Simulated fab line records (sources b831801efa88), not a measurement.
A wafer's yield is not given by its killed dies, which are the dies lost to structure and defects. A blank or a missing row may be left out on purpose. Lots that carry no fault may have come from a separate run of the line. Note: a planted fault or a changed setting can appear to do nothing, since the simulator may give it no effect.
Which tool was responsible? | flow sky130 | 17 wafers sampled from 6 lots at 1 step of a route of 708

== WHAT THE GAUGES SHOWED, per wafer ==
SKY_LI_CONTACT_RS_MEAS_22: measurement is done with a four-point probe.
lot  | measured     | on           | LI_CONTACT_W_RS (ohm/sq)
L184 | day 29 18:32 | filmMetro-03 | 0.289 0.292 0.289
L186 | day 30 12:14 | filmMetro-04 | 0.291 0.287 0.292
L188 | day 32 04:52 | filmMetro-01 | 0.268 0.268 0.285
L193 | day 32 23:29 | filmMetro-03 | 0.288 0.270 0.287
L201 | day 35 15:25 | filmMetro-03 | 0.286 0.281
L205 | day 36 13:37 | filmMetro-03 | 0.281 0.281 0.278

== WHAT TOOL EACH LOT RAN ON (gives the tool, then ch and the chambers of the sampled wafers, and finally the start) ==
The record holds no process step before these readings.

== THE ANSWER, worked out from the rows above alone ==
Rule: the usual values come from the lots themselves. Put in order of their means at a reading, lots are off if they are a third of the lots or fewer, leave a main group of 4 or more, and stand apart from it by a gap of 3 or more times the standard deviation of the main group's means; of several such gaps the widest counts. The tables above print the reading to a certain number of digits; a main group whose means all agree to those digits is not used. Also off: a lot with no number at a reading for which 4 or more lots have one. Where the step has rows for the other lots, those lots are counted as sound.
None of the lots is off at any reading shown; this tells nothing.

== WHAT THE SIMULATOR HAD PUT IN ==
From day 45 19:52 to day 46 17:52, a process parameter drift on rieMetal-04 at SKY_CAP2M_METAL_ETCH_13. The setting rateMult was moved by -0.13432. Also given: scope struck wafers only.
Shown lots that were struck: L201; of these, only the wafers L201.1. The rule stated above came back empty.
